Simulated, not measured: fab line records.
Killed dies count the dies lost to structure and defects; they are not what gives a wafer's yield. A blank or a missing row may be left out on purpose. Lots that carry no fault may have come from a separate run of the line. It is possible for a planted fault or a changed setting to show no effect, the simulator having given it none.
What tool caused it?    flow gf180mcu    Sampling: 11 lots, 33 wafers, 4 of 602 route steps

## WHAT THE GAUGES SHOWED, per wafer
GF_V1_RS_MEAS_24: uses a four-point probe to measure.
lot   measured      on             V1_W_RS (ohm/sq)
L711  day 18 00:14  film metro-04  0.3326 0.3266 0.3292
L713  day 18 18:32  film metro-01  0.3311 0.3299 0.3247
L714  day 19 04:20  film metro-02  0.3266 0.3221 0.3318
L721  day 22 01:12  film metro-02  0.3307 0.3305 0.3291
L722  day 22 08:11  film metro-02  0.3252 0.3247 0.3274
L726  day 23 15:58  film metro-02  0.4248 0.4216 0.4267 0.4253 0.4209 0.4269
L727  day 23 22:26  film metro-02  0.3286 0.3233 0.3254
L728  day 24 09:16  film metro-01  0.4215 0.4195 0.4214 0.4210 0.4188 0.4213
L731  day 25 03:32  film metro-04  0.3332 0.3282 0.3261
L733  day 25 18:19  film metro-04  0.3271 0.3306 0.3305
L734  day 26 11:17  film metro-02  0.3277 0.3266 0.3278

## TOOL THAT RAN EACH LOT (tool first, then ch and the chambers of the sampled wafers, then the start)
lot   GF_V1_SPUTTER_21              GF_V1_SPUTTER_22              GF_V1_CVD_23
L711  pvd sputter-01, day 17 23:58  pvd sputter-01, day 18 00:02  cvd w-02 ch 0,1, day 18 00:07
L713  pvd sputter-02, day 18 18:19  pvd sputter-02, day 18 18:23  cvd w-01 ch 0,1, day 18 18:25
L714  pvd sputter-02, day 19 04:08  pvd sputter-02, day 19 04:11  cvd w-02 ch 0,1, day 19 04:14
L721  pvd sputter-02, day 22 00:58  pvd sputter-02, day 22 01:02  cvd w-02 ch 0,1, day 22 01:04
L722  pvd sputter-02, day 22 07:58  pvd sputter-02, day 22 08:02  cvd w-01 ch 0,1, day 22 08:04
L726  pvd sputter-02, day 23 15:43  pvd sputter-02, day 23 15:46  cvd w-01 ch 0,1, day 23 15:50
L727  pvd sputter-03, day 23 22:13  pvd sputter-03, day 23 22:17  cvd w-02 ch 0,1, day 23 22:19
L728  pvd sputter-02, day 24 09:02  pvd sputter-02, day 24 09:06  cvd w-01 ch 0, day 24 09:08
L731  pvd sputter-01, day 25 03:19  pvd sputter-01, day 25 03:23  cvd w-02 ch 0,1, day 25 03:25
L733  pvd sputter-02, day 25 18:05  pvd sputter-02, day 25 18:08  cvd w-02 ch 0,1, day 25 18:11
L734  pvd sputter-01, day 26 11:04  pvd sputter-01, day 26 11:08  cvd w-01 ch 1, day 26 11:10
- GF_V1_SPUTTER_21: material Ti, target thk 15 nm, time 80.02 s.
- GF_V1_SPUTTER_22: material TiN, target thk 10 nm, time 40 s.
- GF_V1_CVD_23: deposits W, target thk 350 nm, time 105.05 s.

## THE ANSWER, worked out from the rows above alone
Rule: the usual values come from the lots themselves. Put in order of their means at a reading, lots are off if they are a third of the lots or fewer, leave a main group of 4 or more, and stand apart from it by a gap of 3 or more times the standard deviation of the main group's means; of several such gaps the widest counts. A main group is skipped when, at the precision printed for the reading in the tables above, its means are all equal. A lot without any number at a reading at which 4 lots or more have one is off too. Any other lot the step has rows for is counted as sound.
Off: L726, L728, at GF_V1_RS_MEAS_24 (V1_W_RS). The main group: mean 0.3280 ohm/sq, standard deviation 0.0016.
A tool fits if, at a process step before that reading, it ran every lot that is off, and no sound lot after the first of them. Those tools and the gauges at GF_V1_RS_MEAS_24 are tried in the same way. No candidate that was tried fits.

## WHAT THE SIMULATOR HAD INSERTED
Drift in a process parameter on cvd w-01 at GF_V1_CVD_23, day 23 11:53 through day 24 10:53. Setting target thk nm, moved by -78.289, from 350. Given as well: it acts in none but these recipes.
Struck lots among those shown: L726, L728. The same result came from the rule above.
